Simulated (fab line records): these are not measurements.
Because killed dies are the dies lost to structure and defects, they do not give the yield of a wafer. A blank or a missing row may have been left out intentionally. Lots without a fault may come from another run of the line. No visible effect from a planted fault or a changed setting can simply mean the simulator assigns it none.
What tool caused it?	flow sky130	27 wafers from 9 lots sampled at 5 of the route's 708 steps

WHAT EACH GAUGE READ, for each wafer
SKY_METAL5_RS_MEAS_05: uses a four-point probe to measure.
lot	measured	on	METAL5_ALCU_RS (ohm/sq)
L634	day 43 00:02	film_metro-03	0.0274 0.0274 0.0277
L637	day 43 21:21	film_metro-03	0.0270 0.0268 0.0263
L639	day 44 13:29	film_metro-04	0.0273 0.0272 0.0266
L640	day 45 03:19	film_metro-04	0.0274 0.0275 0.0266
L641	day 45 04:13	film_metro-02	0.0268 0.0269 0.0266
L651	day 47 10:14	film_metro-03	0.0267 0.0269 0.0555 0.0267 0.0268 0.0554
L652	day 47 18:35	film_metro-03	0.0272 0.0269 0.0275
L654	day 48 05:04	film_metro-04	0.0274 0.0274 0.0276
L657	day 49 02:14	film_metro-03	0.0272 0.0268 0.0274

EACH LOT AND THE TOOL THAT RAN IT (in order: tool; ch and the chambers of the sampled wafers; start)
lot	SKY_METAL4_ETCH_17	SKY_VIA4_STRIP_13	SKY_VIA4_SPUTTER_17	SKY_METAL5_SPUTTER_02
L634	rie_diel-01 ch 0,2,3, day 41 21:09	plasma_asher-02 ch 0,1, day 42 22:35	pvd_sputter-03, day 42 23:11	pvd_sputter-01, day 42 23:55
L637	rie_diel-01 ch 1,3, day 42 19:22	plasma_asher-03 ch 0, day 43 19:50	pvd_sputter-03, day 43 20:28	pvd_sputter-04, day 43 21:13
L639	rie_diel-03 ch 2,3, day 43 12:10	plasma_asher-03 ch 0, day 44 12:02	pvd_sputter-03, day 44 12:38	pvd_sputter-01, day 44 13:22
L640	rie_diel-02 ch 0,2,3, day 44 01:43	plasma_asher-03 ch 0,1, day 45 01:43	pvd_sputter-01, day 45 02:18	pvd_sputter-01, day 45 03:12
L641	rie_diel-02 ch 1,2,3, day 44 02:33	plasma_asher-04 ch 0,1, day 45 02:14	pvd_sputter-04, day 45 02:49	pvd_sputter-04, day 45 04:06
L651	rie_diel-01 ch 0,1,2, day 46 10:54	plasma_asher-04 ch 0,1, day 47 08:44	pvd_sputter-03, day 47 09:22	pvd_sputter-04, day 47 10:07
L652	rie_diel-01 ch 0,2,3, day 46 19:52	plasma_asher-04 ch 0,1, day 47 17:08	pvd_sputter-01, day 47 17:44	pvd_sputter-02, day 47 18:28
L654	rie_diel-02 ch 1,2, day 47 06:38	plasma_asher-03 ch 0,1, day 48 03:29	pvd_sputter-01, day 48 04:08	pvd_sputter-02, day 48 04:57
L657	rie_diel-01 ch 0,3, day 48 04:55	plasma_asher-04 ch 0,1, day 49 00:46	pvd_sputter-03, day 49 01:20	pvd_sputter-01, day 49 02:05
- SKY_METAL4_ETCH_17: etches SiO2 in C4F8/O2/Ar, stops on TiN, time 3.9 s, target depth 15 nm.
- SKY_VIA4_STRIP_13: strips in O2/N2.
- SKY_VIA4_SPUTTER_17: material TiN, target thk 20 nm, time 80 s.
- SKY_METAL5_SPUTTER_02: material AlCu, target thk 1150 nm, time 61.2 s.

THE ANSWER, worked out from the rows above alone
Rule: the usual values come from the lots themselves. Put in order of their means at a reading, lots are off if they are a third of the lots or fewer, leave a main group of 4 or more, and stand apart from it by a gap of 3 or more times the standard deviation of the main group's means; of several such gaps the widest counts. If all means in a main group match to the digits the tables above print for the reading, that group is not used. A lot without any number at a reading at which 4 lots or more have one is off too. Any other lot the step has rows for is counted as sound.
Off: at SKY_METAL5_RS_MEAS_05 (METAL5_ALCU_RS), L651. The main group has a mean of 0.0271 ohm/sq with a standard deviation of 0.00027.
A tool fits if, at a process step before that reading, it ran every lot that is off, and no sound lot after the first of them. Gauges at SKY_METAL5_RS_MEAS_05: tried the same way as those tools. One fits: SKY_METAL5_SPUTTER_02 on pvd_sputter-04. A fault onset in the window from L641 (day 45 04:06, its last sound lot) to L651 (day 47 10:07, its first lot off) fits.

WHAT HAD BEEN PUT IN BY THE SIMULATOR
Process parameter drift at SKY_METAL5_SPUTTER_02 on pvd_sputter-04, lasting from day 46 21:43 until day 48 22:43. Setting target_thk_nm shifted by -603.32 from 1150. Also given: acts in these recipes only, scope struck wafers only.
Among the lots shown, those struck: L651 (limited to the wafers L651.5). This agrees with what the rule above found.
